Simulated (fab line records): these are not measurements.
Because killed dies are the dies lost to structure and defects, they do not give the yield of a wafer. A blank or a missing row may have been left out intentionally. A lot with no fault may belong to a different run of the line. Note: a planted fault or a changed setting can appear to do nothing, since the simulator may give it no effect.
Which tool was responsible? + flow gf180mcu + Sampling: 13 lots, 39 wafers, 3 of 602 route steps

## WHAT THE GAUGES SHOWED, per wafer
GF_SAB_THK_MEAS_01.
| lot  | measured     | on            | SAB_CVD_00_THK (nm) |
|------|--------------|---------------|---------------------|
| L139 | day 14 12:46 | film metro-02 | 48.0 48.4 49.5      |
| L140 | day 14 22:44 | film metro-02 | 49.8 50.4 49.9      |
| L141 | day 15 00:24 | film metro-02 | 48.8 50.3 50.8      |
| L144 | day 16 09:35 | film metro-03 | 50.2 50.5 51.2      |
| L148 | day 17 17:34 | film metro-03 | 50.1 50.0 50.9      |
| L150 | day 18 10:08 | film metro-02 | 48.8 50.3 49.3      |
| L151 | day 18 20:59 | film metro-01 | 50.0 49.7 49.5      |
| L152 | day 19 06:48 | film metro-02 | 49.5 50.2 50.6      |
| L153 | day 19 23:11 | film metro-03 | 49.3 49.8 49.7      |
| L154 | day 20 09:29 | film metro-01 | 49.6 49.6 50.2      |
| L155 | day 20 19:45 | film metro-02 | 48.7 49.0 49.6      |
| L156 | day 20 20:04 | film metro-01 | 48.8 48.8 49.5      |
| L161 | day 22 08:05 | film metro-03 | 49.5 50.7 50.6      |

## WHICH TOOL RAN EACH LOT (tool, then ch and the chambers of the sampled wafers, then the start)
| lot  | GF_DNWELL_COAT_02                | GF_DNWELL_STRIP_08                  |
|------|----------------------------------|-------------------------------------|
| L139 | litho track-02 ch 0, day 2 18:17 | plasma asher-03 ch 0,1, day 3 00:48 |
| L140 | litho track-02 ch 0, day 2 22:47 | plasma asher-01 ch 0,1, day 3 05:08 |
| L141 | litho track-02 ch 0, day 3 02:51 | plasma asher-03 ch 0,1, day 3 09:55 |
| L144 | litho track-04 ch 0, day 3 19:21 | plasma asher-01 ch 0,1, day 4 02:07 |
| L148 | litho track-03 ch 0, day 4 15:31 | plasma asher-03 ch 0,1, day 4 22:53 |
| L150 | litho track-03 ch 0, day 5 02:37 | plasma asher-04 ch 0,1, day 5 10:05 |
| L151 | litho track-04 ch 0, day 5 07:14 | plasma asher-01 ch 0, day 5 14:41   |
| L152 | litho track-02 ch 0, day 5 13:45 | plasma asher-03 ch 0,1, day 5 21:03 |
| L153 | litho track-02 ch 0, day 5 22:05 | plasma asher-01 ch 0,1, day 6 05:33 |
| L154 | litho track-02 ch 0, day 6 03:29 | plasma asher-03 ch 0,1, day 6 11:31 |
| L155 | litho track-04 ch 0, day 6 09:01 | plasma asher-04 ch 0,1, day 6 17:03 |
| L156 | litho track-04 ch 0, day 6 10:40 | plasma asher-04 ch 0, day 6 18:24   |
| L161 | litho track-02 ch 0, day 7 12:39 | plasma asher-01 ch 0,1, day 7 21:12 |
- GF_DNWELL_COAT_02: resist thk 3000 nm.
- GF_DNWELL_STRIP_08: strips in O2/N2.

## WHAT THE TOOLS THEMSELVES READ (means of the sampled wafers that have a number; where no wafer has one, the mark that the record gives instead)
GF_DNWELL_COAT_02.
| lot  | tool           | spin speed rpm (rpm) |
|------|----------------|----------------------|
| L139 | litho track-02 | 2000.8               |
| L140 | litho track-02 | 2000.5               |
| L141 | litho track-02 | 2000.5               |
| L144 | litho track-04 | 2000.1               |
| L148 | litho track-03 | 1923.9               |
| L150 | litho track-03 | 1922.4               |
| L151 | litho track-04 | 1999.9               |
| L152 | litho track-02 | 2001.9               |
| L153 | litho track-02 | 1999.1               |
| L154 | litho track-02 | 2000.3               |
| L155 | litho track-04 | 1999.9               |
| L156 | litho track-04 | 1998.9               |
| L161 | litho track-02 | 1998.0               |

GF_DNWELL_STRIP_08.
| lot  | tool            | drypump motor current A (A) | heater power w (W) | oes product au (a.u.) | strip time to endpoint s (s) |
|------|-----------------|-----------------------------|--------------------|-----------------------|------------------------------|
| L139 | plasma asher-03 | 6.08                        | 352                | 0.727                 | 37.21                        |
| L140 | plasma asher-01 | 6.18                        | 367                | 0.724                 | 37.06                        |
| L141 | plasma asher-03 | 5.89                        | 353                | 0.722                 | 37.21                        |
| L144 | plasma asher-01 | 6.09                        | 366                | 0.722                 | 37.18                        |
| L148 | plasma asher-03 | 5.90                        | 359                | 0.720                 | 37.56                        |
| L150 | plasma asher-04 | 5.75                        | 369                | 0.718                 | 37.54                        |
| L151 | plasma asher-01 | 5.97                        | 375                | 0.724                 | 37.10                        |
| L152 | plasma asher-03 | 6.09                        | 353                | 0.727                 | 36.93                        |
| L153 | plasma asher-01 | 6.07                        | 368                | 0.722                 | 36.87                        |
| L154 | plasma asher-03 | 5.91                        | 356                | 0.721                 | 37.10                        |
| L155 | plasma asher-04 | 5.76                        | 372                | 0.723                 | 37.13                        |
| L156 | plasma asher-04 | 6.11                        | 384                | 0.722                 | 36.97                        |
| L161 | plasma asher-01 | 6.09                        | 371                | 0.723                 | 37.05                        |

## THE ANSWER, worked out from the rows above alone
Rule: what is usual is taken from the lots themselves. The widest of any qualifying gaps counts: lots, ordered by their means at a reading, are off when they make up no more than a third of the lots, leave a main group of 4 or more, and stand apart from it by 3 or more times the standard deviation of that group's means. Not used: any main group whose means are identical at the precision the tables above print for the reading. Also off: a lot with no number at a reading for which 4 or more lots have one. The other lots that the step has rows for count as sound. After the gauges, taken in route order, come the tools' own readings; for these a lot's mean is taken, as printed above. The first step at which some lot is off is used, and at that step the reading that is off furthest; a lot without a number counts as furthest.
Off: L148, L150 (GF_DNWELL_COAT_02, spin speed rpm). For the main group the mean is 2000.0 rpm and the standard deviation 0.99.
If a tool, at that step or one of the process steps before it, ran each lot that is off and ran no sound lot following the first of them, it fits. One fits: GF_DNWELL_COAT_02 on litho track-03. It ran no sound lot before its first lot that is off in this sample, so the start can't be narrowed down.
The tool's own readings at GF_DNWELL_COAT_02 bear it out: on the lots that are off they differ by more than 5 times the standard deviation of the sound lots' means. spin speed rpm reads 1923.2 rpm there against 2000.0 rpm on the sound lots.

## WHAT THE SIMULATOR HAD PUT IN
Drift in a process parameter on litho track-03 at GF_DNWELL_COAT_02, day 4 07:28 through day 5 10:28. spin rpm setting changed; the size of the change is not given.
Struck lots among those shown: L148, L150. The rule above reached the same finding.
